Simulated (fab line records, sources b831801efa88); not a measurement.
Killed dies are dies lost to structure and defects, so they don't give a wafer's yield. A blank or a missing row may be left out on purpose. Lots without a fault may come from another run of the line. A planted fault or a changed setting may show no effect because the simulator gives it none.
fab line records | flow sky130
record lots=6 wafers=18 last_day=50
route steps=708 shown GATE_OXIDE@191 POLY_GATE@204 PAD_OPEN@708
lots that met no fault: from a run of the same line without faults
start_h: hours from the record's first day to the start of the lot's first wafer shown | wait_h: hours since the lot's step before | " the same as in the row above | L1.1+2: a row that stands for several wafers | - no value, or no start given | * or withheld: withheld | < > ~ a bound
route shown NAME@n: a module of which the file shows steps, and the number in the route of the first | usual: mean/standard deviation of fault-free wafers | same: alike in all rows | chamber/n: place in a boat | sites: the reading at each site | _std_site: their standard deviation | _edge_site: outer sites' mean less inner sites' | radius_mm: how far each site lies from the wafer's centre | mask NAME#n: copy n | behind: the tool/chamber that last shaped the wafer | hold: why the lot was held/for how many hours/how that ended | device: the transistor (n, p or np) that didn't switch | end of line: the same wafers' tests at the end of the route | a step without rows: its recipe alone | killed: dies lost to structure and defects at the first sort, not the wafer's yield | map: a wafer's dies, x killed, . not, _ none there
set.NAME: the setting as run; set.NAME@STEP: as run at that earlier step | model.NAME: the simulator's own value behind a step, which no gauge read
lots at some steps of the route; a table a step, a row a wafer
services: from which hour (start_h, from the record's first day; less than 0 if before it) a tool's chamber was out of use, for how many hours, and why
## steps
# step SKY_GATE_OXIDE_HMDS_04
# recipe prime_time_s=60 prime_temp_c=120
# step SKY_GATE_OXIDE_COAT_05
# recipe resist=NOVOLAK spin_rpm=3000 resist_thk_nm=1140
# step SKY_GATE_OXIDE_SOFTBAKE_06
# recipe temp_c=90 time_s=60 resist=NOVOLAK
# step SKY_GATE_OXIDE_EXPOSE_07
# recipe mask_id=LVOM na=0.6 source_shape=conventional sigma_outer=0.6 polarization=unpolarized target_cd_nm=600 dose_mj=170
# step SKY_GATE_OXIDE_PEB_08
# recipe temp_c=withheld time_s=* resist=NOVOLAK
# step SKY_GATE_OXIDE_DEVELOP_09
# recipe resist=NOVOLAK developer=TMAH develop_time_s=60 dev_temp_c=23
# step SKY_GATE_OXIDE_OVL_MEAS_10
# usual GATE_OXIDE_OVL=-0.1/1.5
# columns lot.wafer tool chamber start_h wait_h GATE_OXIDE_OVL[nm]
L712.3 overlay-01 - 333.74 0.1 1.4
L712.4 " - " " 0.7
L712.6 " - " " 1.3
L715.1 overlay-01 - 370.62 0.1 2.7
L715.4 " - " " 1.4
L715.5 " - " " 0.9
L716.1 overlay-02 - 371.26 0.1 -2.1
L716.3 " - " " -0.8
L716.5 " - " " -2.4
L728.4 overlay-01 - 472.53 0.1 1.3
L728.5 " - " " 1.8
L728.6 " - " " 0.7
L729.3 overlay-01 - 480.43 0.1 0.8
L729.4 " - " " 0.0
L729.6 " - " " -0.4
L730.2 overlay-01 - 490.38 0.1 -1.5
L730.3 " - " " 0.7
L730.4 " - " " 0.0
# step SKY_GATE_OXIDE_IMPLANT_11
# recipe species=B energy_kev=10 dose_cm2=2.6e+12 tilt_deg=withheld
# step SKY_GATE_OXIDE_WET_ETCH_12
# recipe chemistry=dHF target_depth_nm=16.8 dry=n2_spin target=SiO2 dilution=100:1 temp_c=25 time_s=336
# step SKY_GATE_OXIDE_STRIP_13
# recipe chemistry=O2/N2 power_w=1400 pressure_mtorr=1500 platen_temp_c=withheld o2_flow_sccm=3000 n2_flow_sccm=300 overash_fraction=0.5
# usual chamber_pressure_mTorr=1500.2/1.3 drypump_motor_current_A=5.9/0.36 n2_flow_sccm=300.1/0.86 oes_product_au=0.715/0.0044 strip_time_to_endpoint_s=14.19/0.045
# columns lot.wafer tool chamber start_h wait_h chamber_pressure_mTorr drypump_motor_current_A n2_flow_sccm oes_product_au rf_hours_counter_h strip_time_to_endpoint_s
L712.3 plasma_asher-02 0 334.15 0.0 1499.5 5.8 298.6 0.715 - 14.21
L712.4 " 1 " " 1499.1 5.5 299.9 0.709 - 14.27
L712.6 " 1 " " 1497.8 5.6 300.6 0.710 - 14.21
L715.1 plasma_asher-01 0 370.91 0.0 1501.2 6.4 301.5 0.720 70 14.25
L715.4 " 0 " " 1501.3 6.4 300.9 0.728 - 14.21
L715.5 " 1 " " 1503.7 5.9 300.3 0.715 - 14.20
L716.1 plasma_asher-02 0 371.55 0.0 1498.5 5.8 299.9 0.716 24 14.21
L716.3 " 0 " " 1500.0 5.8 299.4 0.715 - 14.25
L716.5 " 1 " " 1500.3 5.6 299.7 0.715 - 14.21
L728.4 plasma_asher-02 1 472.83 0.0 1499.3 5.6 299.7 0.717 - 14.09
L728.5 " 0 " " 1500.9 5.8 299.7 0.710 - 14.17
L728.6 " 1 " " 1500.3 5.5 300.5 0.715 - 14.15
L729.3 plasma_asher-04 1 480.74 0.0 1497.2 5.9 300.1 0.713 - 14.17
L729.4 " 0 " " 1503.3 5.3 299.6 0.713 - 14.18
L729.6 " 0 " " 1500.3 5.3 300.3 0.712 - 14.12
L730.2 plasma_asher-01 0 490.67 0.0 1499.3 6.4 301.3 0.713 81 14.19
L730.3 " 1 " " 1499.5 5.9 301.2 0.714 - 14.16
L730.4 " 0 " " 1502.2 6.4 300.8 0.714 - 14.13
# step SKY_GATE_OXIDE_TW_MEAS_14
# usual GATE_OXIDE_TW=225.1/1
# columns lot.wafer tool chamber start_h wait_h GATE_OXIDE_TW
L712.3 film_metro-03 - 334.24 0.1 224.0
L712.4 " - " " 224.2
L712.6 " - " " 223.9
L715.1 film_metro-04 - 371.01 0.1 225.9
L715.4 " - " " 225.0
L715.5 " - " " 225.5
L716.1 film_metro-04 - 371.65 0.1 224.1
L716.3 " - " " 224.7
L716.5 " - " " 225.0
L728.4 film_metro-03 - 472.93 0.1 224.8
L728.5 " - " " 224.9
L728.6 " - " " 224.2
L729.3 film_metro-04 - 480.83 0.1 224.4
L729.4 " - " " 225.3
L729.6 " - " " 225.8
L730.2 film_metro-02 - 490.78 0.1 225.5
L730.3 " - " " 224.5
L730.4 " - " " 225.9
# step SKY_GATE_OXIDE_CLEAN_15
# recipe chemistry=SC1/SC2 mix=1:4:20 temp_c=70 time_s=150 dry=n2_spin
# step SKY_GATE_OXIDE_OXIDATION_16
# recipe temp_c=800 ambient=O2 idle_temp_c=700 ramp_up_c_per_min=10 ramp_down_c_per_min=3 stabilise_s=600 purge_s=300 target_thk_a=35.7 ox_time_s=1915
# usual spike_tc_bottom_C=818.6/2 spike_tc_centre_C=800.5/1.1 spike_tc_lower_C=801.2/1.3 spike_tc_top_C=810.6/0.95 spike_tc_upper_C=800.3/1 tube_center_temp_C=800/0.07 tube_center_temp_C_max=802.1/0.32 zone_power_lower_pct=13.7/1.6
# columns lot.wafer tool chamber start_h wait_h spike_tc_bottom_C spike_tc_centre_C spike_tc_lower_C spike_tc_top_C spike_tc_upper_C tube_center_temp_C tube_center_temp_C_max zone_power_lower_pct model.SiO2_of_GATE_OXIDE_OXIDATION_01.thk_nm
L712.3 furnace-02 0 335.17 0.8 820.4 801.9 803.3 811.2 799.8 800 801.8 14.6 11.79
L712.4 " 0 " " 819.5 800.3 802.8 810.7 801.5 799.93 801.8 14.8 11.82
L712.6 " 0 " " 821.4 800.4 803.8 810.5 799.4 799.99 802.3 14.9 11.81
L715.1 furnace-02 0 371.91 0.8 811.7 790.9 793.8 804.0 791.3 791.93 794.4 14.7 11.53
L715.4 " 0 " " 810.4 790.7 792.8 803.4 791.2 791.71 794.0 14.7 11.69
L715.5 " 0 " " 810.8 792.2 795.1 803.1 791.7 791.89 793.5 14.3 11.58
L716.1 furnace-02 0 371.91 0.2 812.2 793.1 793.9 803.9 792.0 791.82 793.8 14.5 11.42
L716.3 " 0 " " 810.0 792.7 793.4 801.7 793.0 792 793.7 14.4 11.38
L716.5 " 0 " " 813.7 793.0 792.3 802.7 791.5 791.72 793.2 14.7 11.45
L728.4 furnace-02 0 473.01 0.0 818.5 800.5 801.4 808.6 800.1 799.98 802.2 14.9 11.62
L728.5 " 0 " " 820.1 800.3 802.2 811.1 799.6 799.9 802.1 14.9 11.58
L728.6 " 0 " " 820.9 800.6 802.1 812.2 800.4 800.07 802.0 14.9 11.69
L729.3 furnace-02 0 481.10 0.2 820.9 800.0 801.9 810.8 799.4 799.96 802.5 14.8 11.84
L729.4 " 0 " " 818.3 802.2 802.1 810.8 801.0 800.02 802.3 15.0 11.88
L729.6 " 0 " " 820.3 800.1 802.4 809.7 802.4 800 801.7 15.0 11.83
L730.2 furnace-02 0 490.88 0.0 820.6 800.6 800.6 810.1 802.0 800.04 802.5 14.7 11.54
L730.3 " 0 " " 820.3 800.4 802.5 810.3 801.7 799.92 801.5 14.8 11.53
L730.4 " 0 " " 819.4 801.4 801.8 812.0 801.8 799.97 801.8 14.9 11.66
# step SKY_POLY_GATE_CVD_00
# recipe material=poly-Si target_thk_nm=180 temp_c=620 time_s=720 pressure_mtorr=200
# step SKY_PAD_OPEN_PROBE_99
# usual killed_at_M0_to_M3=44/7.1 killed_at_M4_up=3.3/1.8 killed_at_contacts=24/5.1 killed_at_front_end=16/4.7 killed_at_other=0.3/0.52 killed_dies=87/9.7 killed_open=47/6.8 killed_short=39/6.7
# same gross_dies=492 killed_at_back_side=0
# columns lot.wafer tool chamber start_h wait_h killed_at_M0_to_M3 killed_at_M4_up killed_at_contacts killed_at_front_end killed_at_other killed_dies killed_open killed_short model.etest.nfet_01v8_lvt.drive_ua_um model.etest.nfet_01v8_turned.drive_ua_um model.etest.nfet_01v8_swapped.drive_ua_um model.etest.nfet_01v8.drive_ua_um model.etest.sram_nfet_pass.drive_ua_um model.etest.pfet_01v8_lvt.drive_ua_um model.etest.cap_thin_oxide.gate_log10_a_cm2 model.etest.cap_thick_oxide.gate_log10_a_cm2
L712.3 prober-02 - 1097.93 0.2 48 0 18 21 1 88 45 43 580.9 507.7 505.1 507 486.5 175.3 -7.395 -7.356
L712.4 prober-02 - 1097.98 0.2 36 3 25 15 1 80 42 37 582.2 509.3 509 508.3 517.9 176.4 -7.312 -7.403
L712.6 prober-02 - 1098.08 0.2 44 3 24 16 0 87 51 36 573.5 504.5 503.4 504.4 496 172.9 -7.146 -7.382
L715.1 prober-01 - 1123.96 0.1 38 5 31 16 1 91 48 43 610.9 544.9 544.3 542.9 543.7 180 -6.177 -6.988
L715.4 prober-01 - 1124.11 0.2 51 1 25 13 0 90 56 34 619.9 546.5 546.3 543.4 517.2 177.8 -6.271 -7.141
L715.5 prober-01 - 1124.16 0.2 46 3 24 31 2 106 53 51 616.2 549.7 544.2 544.5 527.7 179.7 -6.268 -7.084
L716.1 prober-02 - 1125.68 0.1 48 8 19 16 2 93 53 39 591.8 523.2 524.2 519.9 516.9 176 -6.518 -6.864
L716.3 prober-02 - 1125.78 0.2 48 4 21 9 0 82 44 37 610.3 541.3 537.5 540.1 531.9 177.8 -6.064 -6.803
L716.5 prober-02 - 1125.88 0.2 50 5 30 14 0 99 62 36 607.9 531.9 538.8 536.8 543.2 178.6 -6.306 -6.797
L728.4 prober-02 - 1181.21 0.2 34 3 23 10 0 70 40 30 565.3 492.3 490.6 489.8 491.2 173.1 -7.54 -7.081
L728.5 prober-02 - 1181.26 0.2 51 5 26 25 1 108 51 54 560.4 489.9 493.8 489.9 501.5 175.6 -7.413 -7.039
L728.6 prober-02 - 1181.31 0.2 47 3 30 15 1 96 55 40 558.7 485.9 484.2 479.8 481.5 170.3 -7.484 -7.117
L729.3 prober-01 - 1188.25 0.2 36 3 19 18 0 76 42 34 567.6 493.9 497.6 495.8 497.6 176 -7.133 -7.418
L729.4 prober-01 - 1188.30 0.2 35 1 26 11 1 74 49 25 559 491 491.4 487.5 483 175.6 -7.089 -7.361
L729.6 prober-01 - 1188.40 0.2 50 1 23 11 0 85 40 44 558.5 490.6 485.1 488 461.1 174 -7.041 -7.389
L730.2 prober-02 - 1192.22 0.1 40 1 38 17 1 97 57 39 603.8 529 527.2 525 495.4 176 -6.79 -6.934
L730.3 prober-02 - 1192.27 0.2 43 1 28 11 1 84 41 42 586.9 514.6 509.8 510.9 473.1 174.9 -6.886 -7.068
L730.4 prober-02 - 1192.32 0.2 31 1 25 13 2 72 44 26 588.8 519.4 519.4 519.8 497.6 174.3 -6.974 -7.173
# killed by level:class
L712.3 VIA1:geometric_particle:open=10 VIA2:geometric_particle:open=8 VIA3:geometric_particle:open=7 METAL1:geometric_particle:short=6 LOCAL_INTERCONNECT:geometric_particle:short=5 POLY_GATE:geometric_particle:open=5 POLY_GATE:geometric_particle:short=5 LI_CONTACT:geometric_particle:open=5
L712.4 VIA1:geometric_particle:open=7 VIA3:geometric_particle:open=6 CONTACT:geometric_particle:open=6 CONTACT:geometric_particle:short=6 METAL1:geometric_particle:short=6 FIELD_ISO:geometric_particle:open=5 LI_CONTACT:geometric_particle:open=5 LI_CONTACT:geometric_particle:short=5
L712.6 CONTACT:geometric_particle:open=10 METAL2:geometric_particle:short=9 VIA3:geometric_particle:open=9 VIA2:geometric_particle:open=8 VIA1:geometric_particle:open=6 FIELD_ISO:geometric_particle:open=5 LOCAL_INTERCONNECT:geometric_particle:short=5 LI_CONTACT:geometric_particle:open=4
L715.1 VIA1:geometric_particle:open=8 CONTACT:geometric_particle:open=8 LOCAL_INTERCONNECT:geometric_particle:short=7 VIA3:geometric_particle:open=6 LI_CONTACT:geometric_particle:short=5 LI_CONTACT:geometric_particle:open=5 VIA1:geometric_particle:short=5 FIELD_ISO:geometric_particle:open=4
L715.4 VIA1:geometric_particle:open=17 VIA2:geometric_particle:open=13 CONTACT:geometric_particle:open=7 LI_CONTACT:geometric_particle:open=5 LOCAL_INTERCONNECT:geometric_particle:short=5 LI_CONTACT:geometric_particle:short=4 METAL1:geometric_particle:short=4 VIA1:geometric_particle:short=4
L715.5 FIELD_ISO:geometric_particle:open=11 METAL2:geometric_particle:short=8 VIA1:geometric_particle:open=8 VIA2:geometric_particle:open=8 CONTACT:geometric_particle:short=7 LI_CONTACT:geometric_particle:open=6 CONTACT:geometric_particle:open=6 FIELD_ISO:geometric_particle:short=5
L716.1 VIA1:geometric_particle:open=16 CONTACT:geometric_particle:open=10 METAL2:geometric_particle:short=8 VIA2:geometric_particle:open=7 POLY_GATE:geometric_particle:short=5 METAL4:geometric_particle:short=5 FIELD_ISO:geometric_particle:open=4 LOCAL_INTERCONNECT:geometric_particle:short=4
L716.3 CONTACT:geometric_particle:open=8 VIA2:geometric_particle:open=8 VIA1:geometric_particle:open=7 VIA3:geometric_particle:open=6 VIA1:geometric_particle:short=6 METAL2:geometric_particle:short=5 LOCAL_INTERCONNECT:geometric_particle:short=4 METAL1:geometric_particle:short=4
L716.5 VIA1:geometric_particle:open=21 CONTACT:geometric_particle:open=14 LI_CONTACT:geometric_particle:open=6 CONTACT:geometric_particle:short=5 VIA3:geometric_particle:open=5 FIELD_ISO:geometric_particle:short=4 METAL4:geometric_particle:short=4 SPACER:geometric_particle:open=4
L728.4 CONTACT:geometric_particle:open=13 VIA1:geometric_particle:open=8 METAL2:geometric_particle:short=5 FIELD_ISO:geometric_particle:open=4 LI_CONTACT:geometric_particle:open=4 VIA2:geometric_particle:open=4 METAL3:geometric_particle:short=4 LOCAL_INTERCONNECT:geometric_particle:short=3
L728.5 CONTACT:geometric_particle:open=10 VIA1:geometric_particle:open=9 POLY_GATE:geometric_particle:short=7 POLY_GATE:geometric_particle:open=7 VIA2:geometric_particle:open=7 METAL2:geometric_particle:short=7 LOCAL_INTERCONNECT:geometric_particle:short=6 VIA1:geometric_particle:short=5
L728.6 LI_CONTACT:geometric_particle:open=11 CONTACT:geometric_particle:open=10 METAL2:geometric_particle:short=8 VIA2:geometric_particle:short=8 VIA1:geometric_particle:open=7 FIELD_ISO:geometric_particle:open=6 VIA2:geometric_particle:open=6 CONTACT:geometric_particle:short=4
L729.3 VIA1:geometric_particle:open=10 LI_CONTACT:geometric_particle:open=7 FIELD_ISO:geometric_particle:open=6 CONTACT:geometric_particle:open=5 METAL2:geometric_particle:short=5 FIELD_ISO:geometric_particle:short=4 VIA3:geometric_particle:short=4 POLY_GATE:geometric_particle:open=4
L729.4 CONTACT:geometric_particle:open=12 VIA3:geometric_particle:open=8 VIA1:geometric_particle:open=7 VIA2:geometric_particle:open=7 LI_CONTACT:geometric_particle:open=5 FIELD_ISO:geometric_particle:open=4 METAL2:geometric_particle:short=4 POLY_GATE:geometric_particle:open=3
L729.6 CONTACT:geometric_particle:open=11 VIA2:geometric_particle:open=10 VIA2:geometric_particle:short=7 VIA1:geometric_particle:short=6 METAL2:geometric_particle:short=6 VIA3:geometric_particle:open=6 CONTACT:geometric_particle:short=5 METAL1:geometric_particle:short=5
L730.2 CONTACT:geometric_particle:open=15 VIA3:geometric_particle:open=9 LI_CONTACT:geometric_particle:open=8 VIA1:geometric_particle:open=8 LOCAL_INTERCONNECT:geometric_particle:short=6 FIELD_ISO:geometric_particle:short=5 POLY_GATE:geometric_particle:short=5 CONTACT:geometric_particle:short=5
L730.3 CONTACT:geometric_particle:open=11 METAL3:geometric_particle:short=8 VIA1:geometric_particle:open=8 METAL2:geometric_particle:short=7 LI_CONTACT:geometric_particle:open=6 FIELD_ISO:geometric_particle:open=4 LI_CONTACT:geometric_particle:short=4 LOCAL_INTERCONNECT:geometric_particle:short=4
L730.4 CONTACT:geometric_particle:open=11 VIA1:geometric_particle:open=8 VIA2:geometric_particle:open=7 FIELD_ISO:geometric_particle:open=6 LOCAL_INTERCONNECT:geometric_particle:short=5 VIA3:geometric_particle:open=5 LI_CONTACT:geometric_particle:open=4 CONTACT:geometric_particle:short=4
## services
# columns tool chamber start_h hours kind
plasma_asher-02 - 342.33 14.6 pm
furnace-02 - 464.49 3.0 pm
plasma_asher-01 - 481.92 4.3 repair
## key
first_sign step=SKY_GATE_OXIDE_OXIDATION_16 reading=tube_center_temp_C direction=down sigmas=99+ usual=* struck=*
effect step=SKY_GATE_OXIDE_OXIDATION_16 reading=tube_center_temp_C_max direction=down sigmas=26 usual=* struck=*
model_effect step=SKY_GATE_OXIDE_OXIDATION_16 value=SiO2_of_GATE_OXIDE_OXIDATION_01.thk_nm without=11.74 struck=11.51
model_effect step=SKY_PAD_OPEN_PROBE_99 value=etest.nfet_01v8_lvt.drive_ua_um without=582 struck=609.5
met_at SKY_GATE_OXIDE_OXIDATION_16
struck_wafers L715.1,L715.4,L715.5,L716.1,L716.3,L716.5
tester_left_out L715,L716
onset_between 335.17 371.91
fault kind=process_parameter_drift tool=furnace-02 chamber=- onset_h=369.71 steps=SKY_GATE_OXIDE_OXIDATION_16 channel=temp_c offset=* shape=step end_h=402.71 acts_in=* stated=*
# tester_left_out: of these lots the tester's yield and bins aren't shown, on N5 and GAA mostly nor the transistor test; their killed dies are dies lost to structure and defects alone, not to doping, threshold or leakage, so they don't give the yield
